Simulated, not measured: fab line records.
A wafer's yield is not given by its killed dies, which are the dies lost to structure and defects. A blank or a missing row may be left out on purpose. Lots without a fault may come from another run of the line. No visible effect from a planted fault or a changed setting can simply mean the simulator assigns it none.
fab line records	flow sky130
[record] lots = 12	wafers = 36	last-day = 50
route steps=708 shown VIA1@470 METAL2@483 PAD_OPEN@708
lots with no fault: from the same line, run without faults
start-h: start of the lot's first displayed wafer, in hours after the record's first day	wait-h: time in hours since the lot's previous step	" identical to the entry in the row above	L1.1+2: one row covering several wafers at once	- either no value or no given start	* or withheld: withheld	< > ~ a bound
route shown NAME@n: NAME is a module with steps in the file, n the number in the route of the first one	usual: the fault-free wafers' mean and standard deviation	same: alike in all rows	chamber/n: place in a boat	sites: the reading at each site	_std_site: standard deviation across them	_edge_site: mean of outer sites minus mean of inner sites	radius-mm: how far each site lies from the wafer's centre	mask NAME#n: copy n	behind: the last tool/chamber to shape the wafer	hold: what put the lot on hold/how long, in hours/how the hold closed	device: transistor that didn't switch, given as n, p or np	end of line: the route-end tests of the same wafers	for a step that has no rows: nothing shown but its recipe	killed: not the wafer's yield, but the dies lost to structure and defects at the first sort	map: dies across one wafer; x = killed, . = not, _ = none there
set.NAME: the run value of the setting; set.NAME@STEP: its run value at that earlier step	model.NAME: the simulator's own value behind a step, which no gauge read
a sample of lots followed through the steps of the route, with each step as a table and each wafer as a row
services: the hour from which a tool's chamber was out of use, counted from the record's first day as start-h (under 0 if before that day), plus the number of hours and why
[[steps]]
[step SKY_VIA1_CD_MEAS_12]
[recipe] target-cd-nm = 150
[usual] cd-nm = 149.7/1.6
lot.wafer	tool	chamber	start-h	wait-h	cd-nm
L613.2	cd-sem-01	-	793.10	-	150.6
L613.4	"	-	"	"	150.9
L613.6	"	-	"	"	150.5
L615.2	cd-sem-01	-	802.99	-	148.1
L615.3	"	-	"	"	148.4
L615.5	"	-	"	"	147.7
L616.1	cd-sem-01	-	812.03	-	151.3
L616.3	"	-	"	"	151.7
L616.5	"	-	"	"	152.6
L618.2	cd-sem-02	-	826.50	-	150.9
L618.3	"	-	"	"	148.8
L618.6	"	-	"	"	149.7
L619.1	cd-sem-02	-	836.84	-	150.0
L619.4	"	-	"	"	148.8
L619.5	"	-	"	"	148.7
L628.1	cd-sem-02	-	907.24	-	150.0
L628.4	"	-	"	"	151.3
L628.5	"	-	"	"	151.3
L629.2	cd-sem-02	-	917.60	-	149.6
L629.3	"	-	"	"	148.5
L629.4	"	-	"	"	148.8
L631.1	cd-sem-02	-	927.09	-	150.3
L631.3	"	-	"	"	149.7
L631.6	"	-	"	"	149.5
L633.2	cd-sem-01	-	941.50	-	150.4
L633.5	"	-	"	"	150.8
L633.6	"	-	"	"	150.5
L634.3	cd-sem-02	-	954.52	-	150.9
L634.4	"	-	"	"	149.3
L634.5	"	-	"	"	148.9
L635.1	cd-sem-02	-	958.48	-	152.4
L635.4	"	-	"	"	152.0
L635.6	"	-	"	"	150.1
L636.2	cd-sem-02	-	963.80	-	148.3
L636.5	"	-	"	"	147.5
L636.6	"	-	"	"	148.1
[step SKY_VIA1_ETCH_14]
[recipe] chemistry = N2/H2	target = BARC	ion-energy-ev = 200	source-w = 500	bias-w = 100	pressure-mtorr = 30	n2-flow-sccm = 100	h2-flow-sccm = 200	stop-on = SiO2	time-s = 45.9	target-depth-a = 600
[usual] bias-w = 99.95/0.3	drypump-motor-current-A = 5.9/0.38	oes-product-au = 0.854/0.005	throttle-valve-pct = 13.225/0.0082
lot.wafer	tool	chamber	start-h	wait-h	bias-w	drypump-motor-current-A	oes-product-au	rf-hours-counter-h	throttle-valve-pct
L613.2	rie-diel-02	2	793.24	0.0	99.85	6.1	0.848	11	13.241
L613.4	"	1	"	"	99.62	6.4	0.848	1	13.218
L613.6	"	0	"	"	100.29	6.1	0.863	-	13.216
L615.2	rie-diel-04	0	803.13	0.0	100.74	6.0	0.847	18	13.229
L615.3	"	1	"	"	100.16	6.1	0.853	16	13.232
L615.5	"	3	"	"	99.73	5.6	0.855	-	13.225
L616.1	rie-diel-04	3	812.19	0.0	99.77	5.6	0.854	11	13.221
L616.3	"	2	"	"	99.88	5.7	0.849	6	13.218
L616.5	"	0	"	"	99.60	5.9	0.856	-	13.233
L618.2	rie-diel-04	0	826.63	0.0	99.68	6.0	0.851	19	13.228
L618.3	"	2	"	"	76.20	5.7	0.855	7	13.203
L618.6	"	0	"	"	99.88	6.1	0.857	-	13.221
L619.1	rie-diel-04	2	837.00	0.0	75.99	5.7	0.849	7	13.230
L619.4	"	1	"	"	100.19	6.1	0.865	17	13.218
L619.5	"	1	"	"	99.72	6.1	0.852	-	13.238
L628.1	rie-diel-02	1	907.40	0.0	99.76	6.4	0.853	4	13.230
L628.4	"	2	"	"	99.90	6.1	0.856	13	13.232
L628.5	"	1	"	"	100.31	6.4	0.850	-	13.229
L629.2	rie-diel-04	0	917.73	0.0	99.56	6.0	0.842	22	13.220
L629.3	"	1	"	"	100.33	6.2	0.863	19	13.229
L629.4	"	2	"	"	99.46	5.7	0.858	9	13.227
L631.1	rie-diel-02	3	927.25	0.0	100.22	5.8	0.864	9	13.221
L631.3	"	2	"	"	99.97	6.1	0.858	14	13.231
L631.6	"	0	"	"	99.73	6.1	0.865	-	13.221
L633.2	rie-diel-03	3	941.64	0.0	99.90	5.8	0.869	18	13.230
L633.5	"	3	"	"	100.26	5.9	0.860	-	13.235
L633.6	"	2	"	"	100.01	4.9	0.857	-	13.233
L634.3	rie-diel-02	2	954.63	0.0	100.16	6.1	0.855	14	13.221
L634.4	"	3	"	"	99.21	5.8	0.848	9	13.209
L634.5	"	1	"	"	100.15	6.4	0.852	-	13.215
L635.1	rie-diel-02	2	958.63	0.0	99.82	6.1	0.858	14	13.227
L635.4	"	1	"	"	100.03	6.4	0.844	5	13.232
L635.6	"	1	"	"	100.00	6.4	0.850	-	13.214
L636.2	rie-diel-02	2	963.94	0.0	100.25	6.1	0.861	14	13.233
L636.5	"	0	"	"	99.93	6.1	0.857	-	13.224
L636.6	"	1	"	"	99.55	6.4	0.843	-	13.221
[step SKY_VIA1_ETCH_15]
[recipe] target = SiO2	chemistry = C4F8/O2/Ar	target-depth-nm = 351	stop-on = TiN	mask-material = KrF-thick	source-w = 1500	bias-w = 1200	pressure-mtorr = 40	c4f8-flow-sccm = withheld	O2_flow_sccm = 6	Ar_flow_sccm = 300	time-s = 54
[usual] bias-w = 1200/3.3	oes-product-au = 0.984/0.0055
lot.wafer	tool	chamber	start-h	wait-h	bias-w	oes-product-au	rf-hours-counter-h
L613.2	rie-diel-02	2	793.28	0.0	1200	0.982	11
L613.4	"	1	"	"	1197	0.983	1
L613.6	"	0	"	"	1201	0.985	-
L615.2	rie-diel-04	0	803.17	0.0	1194	0.980	18
L615.3	"	1	"	"	1199	0.997	16
L615.5	"	0	"	"	1197	0.992	-
L616.1	rie-diel-04	3	812.23	0.0	1201	0.978	11
L616.3	"	2	"	"	1203	0.983	6
L616.5	"	0	"	"	1196	0.983	-
L618.2	rie-diel-04	0	826.67	0.0	1198	0.988	19
L618.3	"	2	"	"	1205	0.989	7
L618.6	"	0	"	"	1199	0.975	-
L619.1	rie-diel-04	2	837.04	0.0	1195	0.982	7
L619.4	"	1	"	"	1193	0.994	17
L619.5	"	1	"	"	1199	0.986	-
L628.1	rie-diel-02	1	907.44	0.0	1200	0.984	4
L628.4	"	2	"	"	1202	0.985	13
L628.5	"	1	"	"	1192	0.989	-
L629.2	rie-diel-04	0	917.77	0.0	1199	0.977	22
L629.3	"	1	"	"	1204	0.987	19
L629.4	"	2	"	"	1205	0.989	9
L631.1	rie-diel-02	3	927.29	0.0	1196	0.976	9
L631.3	"	2	"	"	1194	0.988	14
L631.6	"	0	"	"	1197	0.987	-
L633.2	rie-diel-03	3	941.68	0.0	1203	0.982	18
L633.5	"	3	"	"	1203	0.979	-
L633.6	"	2	"	"	1202	0.981	-
L634.3	rie-diel-02	2	954.68	0.0	1197	0.982	14
L634.4	"	3	"	"	1203	0.986	9
L634.5	"	1	"	"	1189	0.981	-
L635.1	rie-diel-02	2	958.68	0.0	1204	0.997	14
L635.4	"	1	"	"	1199	0.980	5
L635.6	"	1	"	"	1196	0.987	-
L636.2	rie-diel-02	2	963.98	0.0	1199	0.980	14
L636.5	"	0	"	"	1202	0.990	-
L636.6	"	1	"	"	1199	0.971	-
[step SKY_METAL2_SPUTTER_00]
[recipe] material = Ti	target-thk-nm = 15	power-w = 3000	time-s = 10	chamber-pressure-pa = 0.4
[usual] chamber-pressure-pa = 0.3998/0.00086	throttle-valve-pct = 29.9/0.98
lot.wafer	tool	chamber	start-h	wait-h	chamber-pressure-pa	throttle-valve-pct
L613.2	pvd-sputter-03	-	794.56	0.2	0.4017	30.5
L613.4	"	-	"	"	0.4002	30.8
L613.6	"	-	"	"	0.3993	30.5
L615.2	pvd-sputter-03	-	804.48	0.1	0.4013	30.6
L615.3	"	-	"	"	0.3991	31.4
L615.5	"	-	"	"	0.4004	30.5
L616.1	pvd-sputter-03	-	813.51	0.1	0.3998	29.3
L616.3	"	-	"	"	0.3990	30.7
L616.5	"	-	"	"	0.4008	31.4
L618.2	pvd-sputter-03	-	828.36	0.1	0.3987	30.8
L618.3	"	-	"	"	0.3993	29.2
L618.6	"	-	"	"	0.4000	31.3
L619.1	pvd-sputter-04	-	838.36	0.1	0.3995	30.3
L619.4	"	-	"	"	0.4011	29.2
L619.5	"	-	"	"	0.4001	29.2
L628.1	pvd-sputter-01	-	908.88	0.1	0.3997	27.7
L628.4	"	-	"	"	0.4006	29.4
L628.5	"	-	"	"	0.3997	27.9
L629.2	pvd-sputter-04	-	919.05	0.1	0.3984	30.6
L629.3	"	-	"	"	0.4002	30.4
L629.4	"	-	"	"	0.3998	31.0
L631.1	pvd-sputter-04	-	928.56	0.2	0.4013	29.0
L631.3	"	-	"	"	0.4001	30.9
L631.6	"	-	"	"	0.3998	30.4
L633.2	pvd-sputter-03	-	943.27	0.2	0.4001	31.2
L633.5	"	-	"	"	0.3996	30.6
L633.6	"	-	"	"	0.3995	29.3
L634.3	pvd-sputter-04	-	955.99	0.2	0.3995	30.7
L634.4	"	-	"	"	0.3988	30.1
L634.5	"	-	"	"	0.3997	30.4
L635.1	pvd-sputter-01	-	959.98	0.1	0.3999	27.9
L635.4	"	-	"	"	0.4004	29.3
L635.6	"	-	"	"	0.4001	29.0
L636.2	pvd-sputter-04	-	965.25	0.2	0.4010	29.0
L636.5	"	-	"	"	0.3993	30.6
L636.6	"	-	"	"	0.4015	29.4
[step SKY_PAD_OPEN_PROBE_99]
[usual] defect-limited-yield = 82.4/1.8	killed_at_M0_to_M3 = 44/7.2	killed_at_M4_up = 3.5/1.8	killed-at-contacts = 25/5.1	killed-at-front-end = 14/4.4	killed-at-other = 0.4/0.58	killed-dies = 87/9.1	killed-open = 48/6.9	killed-short = 38/6.3	sort_bin_3_pad_short = 0.9/0.43	sort_bin_5_function = 10.5/1.5	sort_bin_6_memory = 6.3/1.1	sort-n-pass = 405/9.1	sort-yield-pct = 82.4/1.8
[same] gross-dies = 492	killed-at-back-side = 0	sort_bin_4_leakage[%] = 0	sort_bin_8_speed[%] = 0
lot.wafer	tool	chamber	start-h	wait-h	defect-limited-yield[%]	killed_at_M0_to_M3	killed_at_M4_up	killed-at-contacts	killed-at-front-end	killed-at-other	killed-dies	killed-open	killed-short	sort_bin_3_pad_short[%]	sort_bin_5_function[%]	sort_bin_6_memory[%]	sort-n-pass	sort-yield-pct[%]
L613.2	prober-02	-	1077.25	0.1	79.5	48	3	34	16	0	101	70	30	0.4	13.4	6.7	391	79.5
L613.4	prober-02	-	1077.35	0.2	82.5	44	0	25	17	0	86	58	28	1.0	9.8	6.7	406	82.5
L613.6	prober-02	-	1077.45	0.2	83.1	35	5	27	16	0	83	37	46	1.4	10.2	5.3	409	83.1
L615.2	prober-02	-	1087.03	0.1	80.3	41	8	24	23	1	97	48	48	1.0	11.6	7.1	395	80.3
L615.3	prober-02	-	1087.08	0.2	80.9	52	3	25	14	0	94	51	43	0.8	11.8	6.5	398	80.9
L615.5	prober-02	-	1087.18	0.2	82.5	42	5	30	8	1	86	52	33	1.0	11.0	5.5	406	82.5
L616.1	prober-01	-	1091.55	0.1	83.1	42	3	21	17	0	83	43	40	1.6	9.3	5.9	409	83.1
L616.3	prober-01	-	1091.65	0.2	83.9	38	4	25	12	0	79	47	32	1.2	9.6	5.3	413	83.9
L616.5	prober-01	-	1091.75	0.2	82.1	40	7	25	16	0	88	43	45	1.0	10.8	6.1	404	82.1
L618.2	prober-01	-	1103.40	0.1	80.7	48	3	20	23	1	95	52	42	0.8	10.6	7.9	397	80.7
L618.3	prober-01	-	1103.45	0.2	82.7	45	3	25	11	1	85	46	39	0.4	10.4	6.5	407	82.7
L618.6	prober-01	-	1103.60	0.2	83.1	34	3	30	16	0	83	56	26	0.4	10.4	6.1	409	83.1
L619.1	prober-02	-	1111.44	0.1	82.5	36	3	32	15	0	86	50	36	1.2	8.7	7.5	406	82.5
L619.4	prober-02	-	1111.59	0.2	79.7	55	3	23	19	0	100	52	48	0.8	11.8	7.7	392	79.7
L619.5	prober-02	-	1111.64	0.2	83.7	46	0	19	15	0	80	41	39	0.6	9.1	6.5	412	83.7
L628.1	prober-02	-	1161.56	0.1	84.3	48	3	19	6	1	77	46	31	0.6	8.5	6.5	415	84.3
L628.4	prober-02	-	1161.71	0.2	82.7	43	3	25	14	0	85	45	40	1.0	10.6	5.7	407	82.7
L628.5	prober-02	-	1161.76	0.2	82.3	45	2	25	14	1	87	50	37	0.8	9.6	7.3	405	82.3
L629.2	prober-01	-	1169.50	0.1	81.5	38	8	30	14	1	91	45	45	0.2	10.8	7.5	401	81.5
L629.3	prober-01	-	1169.55	0.2	82.9	45	5	21	13	0	84	50	34	1.4	11.2	4.5	408	82.9
L629.4	prober-01	-	1169.60	0.2	84.3	40	3	20	14	0	77	39	38	1.0	9.3	5.3	415	84.3
L631.1	prober-01	-	1175.69	0.1	81.9	50	4	26	9	0	89	45	41	1.4	10.6	6.1	403	81.9
L631.3	prober-01	-	1175.79	0.2	80.3	62	2	26	7	0	97	53	43	1.4	9.3	8.9	395	80.3
L631.6	prober-01	-	1175.94	0.2	79.7	58	1	26	15	0	100	58	42	0.8	12.2	7.3	392	79.7
L633.2	prober-01	-	1187.70	0.1	83.9	30	2	30	17	0	79	38	41	0.4	10.6	5.1	413	83.9
L633.5	prober-01	-	1187.85	0.2	84.1	48	4	19	7	0	78	37	41	0.6	9.6	5.7	414	84.1
L633.6	prober-01	-	1187.90	0.2	83.7	45	6	22	6	1	80	47	33	0.2	10.4	5.7	412	83.7
L634.3	prober-02	-	1194.75	0.2	83.7	36	4	27	13	0	80	42	38	1.2	9.1	5.9	412	83.7
L634.4	prober-02	-	1194.80	0.2	85.2	37	5	16	15	0	73	42	29	0.8	8.5	5.5	419	85.2
L634.5	prober-02	-	1194.85	0.2	80.5	58	6	20	12	0	96	48	47	1.0	11.6	6.9	396	80.5
L635.1	prober-01	-	1195.86	0.1	82.3	44	5	23	15	0	87	48	39	0.6	10.2	6.9	405	82.3
L635.4	prober-01	-	1196.01	0.2	79.1	53	6	29	15	0	103	54	49	0.4	15.0	5.5	389	79.1
L635.6	prober-01	-	1196.11	0.2	80.9	41	2	27	24	0	94	49	45	0.6	13.0	5.5	398	80.9
L636.2	prober-02	-	1200.71	0.1	84.3	39	4	19	14	1	77	39	38	0.6	9.3	5.7	415	84.3
L636.5	prober-02	-	1200.86	0.2	82.1	37	2	33	15	1	88	44	44	0.8	9.6	7.5	404	82.1
L636.6	prober-02	-	1200.91	0.2	83.1	42	3	27	11	0	83	45	38	0.6	10.0	6.3	409	83.1
// killed by level:class
L613.2 CONTACT:geometric-particle:open=16 VIA1:geometric-particle:open=15 VIA3:geometric-particle:open=12 LI_CONTACT:geometric-particle:open=8 VIA1:geometric-particle:short=5 LOCAL_INTERCONNECT:geometric-particle:short=4 METAL2:geometric-particle:short=4 FIELD_ISO:geometric-particle:open=3
L613.4 VIA3:geometric-particle:open=10 CONTACT:geometric-particle:open=9 LI_CONTACT:geometric-particle:open=8 VIA2:geometric-particle:open=7 VIA1:geometric-particle:open=7 FIELD_ISO:geometric-particle:open=6 VIA1:geometric-particle:short=5 METAL2:geometric-particle:short=4
L613.6 CONTACT:geometric-particle:open=9 CONTACT:geometric-particle:short=8 METAL2:geometric-particle:short=8 METAL1:geometric-particle:short=7 VIA1:geometric-particle:open=7 POLY_GATE:geometric-particle:open=6 LI_CONTACT:geometric-particle:open=5 METAL4:geometric-particle:short=5
L615.2 CONTACT:geometric-particle:open=10 VIA1:geometric-particle:open=9 POLY_GATE:geometric-particle:short=8 VIA2:geometric-particle:short=8 METAL4:geometric-particle:short=8 LI_CONTACT:geometric-particle:open=7 VIA2:geometric-particle:open=7 FIELD_ISO:geometric-particle:short=4
L615.3 VIA1:geometric-particle:open=11 VIA2:geometric-particle:open=10 LI_CONTACT:geometric-particle:open=8 CONTACT:geometric-particle:short=8 METAL2:geometric-particle:short=7 CONTACT:geometric-particle:open=4 METAL1:geometric-particle:short=4 VIA1:geometric-particle:short=4
L615.5 CONTACT:geometric-particle:open=10 LI_CONTACT:geometric-particle:open=9 VIA1:geometric-particle:open=9 VIA2:geometric-particle:open=7 VIA1:geometric-particle:short=7 LOCAL_INTERCONNECT:geometric-particle:short=4 METAL2:geometric-particle:short=4 VIA3:geometric-particle:open=4
L616.1 CONTACT:geometric-particle:open=11 VIA1:geometric-particle:open=8 VIA2:geometric-particle:open=8 POLY_GATE:geometric-particle:short=7 CONTACT:geometric-particle:short=6 VIA3:geometric-particle:short=5 FIELD_ISO:geometric-particle:open=4 VIA2:geometric-particle:short=4
L616.3 LI_CONTACT:geometric-particle:open=11 VIA1:geometric-particle:open=11 CONTACT:geometric-particle:open=7 VIA2:geometric-particle:open=7 METAL2:geometric-particle:short=5 LI_CONTACT:geometric-particle:short=4 VIA3:geometric-particle:open=4 POLY_GATE:geometric-particle:short=3
L616.5 VIA2:geometric-particle:open=9 CONTACT:geometric-particle:short=7 POLY_GATE:geometric-particle:short=7 CONTACT:geometric-particle:open=7 VIA1:geometric-particle:open=7 VIA3:geometric-particle:open=7 LI_CONTACT:geometric-particle:open=5 METAL1:geometric-particle:short=5
L618.2 VIA1:geometric-particle:open=11 VIA3:geometric-particle:open=10 LI_CONTACT:geometric-particle:open=7 FIELD_ISO:geometric-particle:open=6 VIA2:geometric-particle:open=6 VIA3:geometric-particle:short=6 FIELD_ISO:geometric-particle:short=5 POLY_GATE:geometric-particle:open=5
L618.3 VIA3:geometric-particle:open=10 LI_CONTACT:geometric-particle:open=7 CONTACT:geometric-particle:short=7 VIA1:geometric-particle:open=7 FIELD_ISO:geometric-particle:open=6 CONTACT:geometric-particle:open=6 METAL1:geometric-particle:short=6 VIA2:geometric-particle:open=6
L618.6 LI_CONTACT:geometric-particle:open=14 CONTACT:geometric-particle:open=14 VIA1:geometric-particle:open=6 POLY_GATE:geometric-particle:open=5 VIA1:geometric-particle:short=5 METAL1:geometric-particle:short=5 FIELD_ISO:geometric-particle:open=4 VIA2:geometric-particle:open=4
L619.1 CONTACT:geometric-particle:open=11 LI_CONTACT:geometric-particle:open=9 FIELD_ISO:geometric-particle:short=8 CONTACT:geometric-particle:short=7 VIA3:geometric-particle:open=7 METAL1:geometric-particle:short=7 VIA1:geometric-particle:open=7 VIA2:geometric-particle:open=6
L619.4 VIA1:geometric-particle:open=12 POLY_GATE:geometric-particle:open=7 METAL1:geometric-particle:short=7 METAL2:geometric-particle:short=7 VIA2:geometric-particle:short=7 LI_CONTACT:geometric-particle:open=6 VIA2:geometric-particle:open=6 FIELD_ISO:geometric-particle:open=5
L619.5 CONTACT:geometric-particle:open=10 VIA1:geometric-particle:open=9 FIELD_ISO:geometric-particle:short=6 METAL1:geometric-particle:short=5 VIA1:geometric-particle:short=5 METAL2:geometric-particle:short=5 VIA3:geometric-particle:open=5 FIELD_ISO:geometric-particle:open=4
L628.1 VIA1:geometric-particle:open=14 LI_CONTACT:geometric-particle:open=8 VIA2:geometric-particle:open=8 METAL2:geometric-particle:short=7 METAL1:geometric-particle:short=6 VIA3:geometric-particle:open=6 FIELD_ISO:geometric-particle:open=4 LOCAL_INTERCONNECT:geometric-particle:short=4
L628.4 LI_CONTACT:geometric-particle:open=8 METAL2:geometric-particle:short=8 CONTACT:geometric-particle:open=7 FIELD_ISO:geometric-particle:open=6 VIA1:geometric-particle:open=6 VIA3:geometric-particle:open=5 VIA2:geometric-particle:short=5 VIA2:geometric-particle:open=5
L628.5 VIA1:geometric-particle:open=12 LI_CONTACT:geometric-particle:open=11 METAL2:geometric-particle:short=7 CONTACT:geometric-particle:open=7 VIA2:geometric-particle:open=6 METAL3:geometric-particle:short=6 METAL1:geometric-particle:short=4 VIA1:geometric-particle:short=4
L629.2 VIA1:geometric-particle:open=10 CONTACT:geometric-particle:open=9 CONTACT:geometric-particle:short=8 METAL1:geometric-particle:short=7 VIA3:geometric-particle:open=5 LI_CONTACT:geometric-particle:open=5 LOCAL_INTERCONNECT:geometric-particle:short=5 VIA2:geometric-particle:open=5
L629.3 VIA1:geometric-particle:open=14 CONTACT:geometric-particle:open=7 METAL2:geometric-particle:short=7 POLY_GATE:geometric-particle:open=5 LI_CONTACT:geometric-particle:open=5 VIA2:geometric-particle:open=5 METAL4:geometric-particle:short=5 CONTACT:geometric-particle:short=4
L629.4 VIA1:geometric-particle:open=11 VIA3:geometric-particle:open=7 METAL2:geometric-particle:short=6 LI_CONTACT:geometric-particle:open=6 LOCAL_INTERCONNECT:geometric-particle:short=6 FIELD_ISO:geometric-particle:short=5 METAL3:geometric-particle:short=5 FIELD_ISO:geometric-particle:open=4
L631.1 VIA1:geometric-particle:open=16 CONTACT:geometric-particle:open=10 VIA1:geometric-particle:short=9 CONTACT:geometric-particle:short=6 METAL1:geometric-particle:short=4 METAL2:geometric-particle:short=4 VIA2:geometric-particle:open=4 VIA3:geometric-particle:short=4
L631.3 VIA1:geometric-particle:open=14 METAL1:geometric-particle:short=10 LI_CONTACT:geometric-particle:open=9 CONTACT:geometric-particle:open=9 VIA3:geometric-particle:open=9 METAL2:geometric-particle:short=8 VIA2:geometric-particle:open=6 VIA3:geometric-particle:short=5
L631.6 VIA1:geometric-particle:open=13 CONTACT:geometric-particle:open=9 VIA3:geometric-particle:open=8 VIA2:geometric-particle:open=7 LI_CONTACT:geometric-particle:open=7 METAL1:geometric-particle:short=7 VIA1:geometric-particle:short=6 METAL2:geometric-particle:short=5
L633.2 LI_CONTACT:geometric-particle:open=10 CONTACT:geometric-particle:open=10 CONTACT:geometric-particle:short=6 METAL2:geometric-particle:short=6 VIA2:geometric-particle:open=5 FIELD_ISO:geometric-particle:open=4 FIELD_ISO:geometric-particle:short=4 VIA1:geometric-particle:open=4
L633.5 METAL2:geometric-particle:short=15 CONTACT:geometric-particle:open=9 VIA3:geometric-particle:open=8 LI_CONTACT:geometric-particle:open=5 VIA1:geometric-particle:open=5 VIA2:geometric-particle:open=5 VIA3:geometric-particle:short=4 METAL1:geometric-particle:short=4
L633.6 VIA1:geometric-particle:open=11 LI_CONTACT:geometric-particle:open=10 VIA2:geometric-particle:open=9 METAL2:geometric-particle:short=9 CONTACT:geometric-particle:open=6 METAL4:geometric-particle:short=5 LI_CONTACT:geometric-particle:short=3 LOCAL_INTERCONNECT:geometric-particle:short=3
L634.3 CONTACT:geometric-particle:open=11 LI_CONTACT:geometric-particle:open=8 METAL1:geometric-particle:short=6 VIA1:geometric-particle:open=6 FIELD_ISO:geometric-particle:short=5 VIA1:geometric-particle:short=5 LI_CONTACT:geometric-particle:short=4 VIA2:geometric-particle:open=4
L634.4 CONTACT:geometric-particle:open=8 VIA1:geometric-particle:open=8 VIA2:geometric-particle:open=6 VIA1:geometric-particle:short=5 VIA3:geometric-particle:open=5 POLY_GATE:geometric-particle:open=4 METAL4:geometric-particle:short=4 FIELD_ISO:geometric-particle:short=3
L634.5 VIA1:geometric-particle:open=15 VIA1:geometric-particle:short=11 LOCAL_INTERCONNECT:geometric-particle:short=9 VIA2:geometric-particle:open=9 VIA3:geometric-particle:open=6 METAL3:geometric-particle:short=5 LI_CONTACT:geometric-particle:open=4 CONTACT:geometric-particle:open=4
L635.1 VIA1:geometric-particle:open=12 METAL3:geometric-particle:short=7 CONTACT:geometric-particle:open=7 VIA2:geometric-particle:open=6 LI_CONTACT:geometric-particle:open=6 FIELD_ISO:geometric-particle:short=5 VIA3:geometric-particle:open=5 LOCAL_INTERCONNECT:geometric-particle:short=4
L635.4 VIA1:geometric-particle:open=15 LI_CONTACT:geometric-particle:open=10 CONTACT:geometric-particle:short=7 LOCAL_INTERCONNECT:geometric-particle:short=6 VIA1:geometric-particle:short=6 METAL2:geometric-particle:short=6 VIA3:geometric-particle:open=6 POLY_GATE:geometric-particle:short=5
L635.6 CONTACT:geometric-particle:open=8 VIA1:geometric-particle:open=8 POLY_GATE:geometric-particle:open=7 LI_CONTACT:geometric-particle:open=7 VIA2:geometric-particle:open=7 CONTACT:geometric-particle:short=6 VIA1:geometric-particle:short=6 METAL2:geometric-particle:short=6
L636.2 VIA1:geometric-particle:open=10 METAL1:geometric-particle:short=8 FIELD_ISO:geometric-particle:open=7 CONTACT:geometric-particle:short=7 CONTACT:geometric-particle:open=6 VIA2:geometric-particle:open=6 LI_CONTACT:geometric-particle:open=5 FIELD_ISO:geometric-particle:short=4
L636.5 CONTACT:geometric-particle:open=12 VIA1:geometric-particle:open=9 LI_CONTACT:geometric-particle:open=8 POLY_GATE:geometric-particle:short=6 LOCAL_INTERCONNECT:geometric-particle:short=6 VIA2:geometric-particle:open=6 VIA1:geometric-particle:short=5 METAL2:geometric-particle:short=5
L636.6 CONTACT:geometric-particle:open=10 VIA3:geometric-particle:open=9 VIA1:geometric-particle:open=8 CONTACT:geometric-particle:short=6 METAL1:geometric-particle:short=6 LI_CONTACT:geometric-particle:open=5 VIA1:geometric-particle:short=4 LOCAL_INTERCONNECT:geometric-particle:short=4
[[services]]
tool	chamber	start-h	hours	kind
rie-diel-02	1	774.04	2.1	repair
rie-diel-03	2	775.10	4.0	repair
rie-diel-02	0	776.65	6.9	repair
rie-diel-03	-	785.58	0.4	repair
pvd-sputter-04	-	791.24	1.4	repair
rie-diel-03	3	791.45	4.2	repair
rie-diel-04	2	803.17	4.4	repair
rie-diel-02	-	818.83	14.6	pm
rie-diel-03	1	828.35	-	clean
rie-diel-03	1	828.35	17.0	scheduled-down
rie-diel-03	1	828.35	17.0	vent-cycle
rie-diel-04	3	831.10	4.7	repair
pvd-sputter-01	-	849.35	1.8	repair
rie-diel-03	3	857.60	4.2	repair
pvd-sputter-03	-	884.25	2.4	repair
rie-diel-02	3	923.67	1.5	repair
pvd-sputter-01	-	931.00	11.1	repair
rie-diel-04	3	960.73	11.2	repair
[[key]]
[first-sign] step = SKY_VIA1_ETCH_14	reading = bias-w	direction = down	sigmas = 80	usual = 99.95	struck = 76.09
effect none on later readings
met-at SKY_VIA1_ETCH_14
struck-lots L618,L619
struck-wafers L618.3,L619.1
not-acting-at SKY_VIA1_CD_MEAS_12,SKY_VIA1_ETCH_15,SKY_METAL2_SPUTTER_00
onset-between 812.19 826.63
[fault] kind = process-parameter-drift	tool = rie-diel-04	chamber = 2	onset-h = 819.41	steps = SKY_VIA1_ETCH_14	channel = bias-w	offset = -23.517	shape = step	end-h = 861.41	acts-in = these-recipes-only	stated = 100
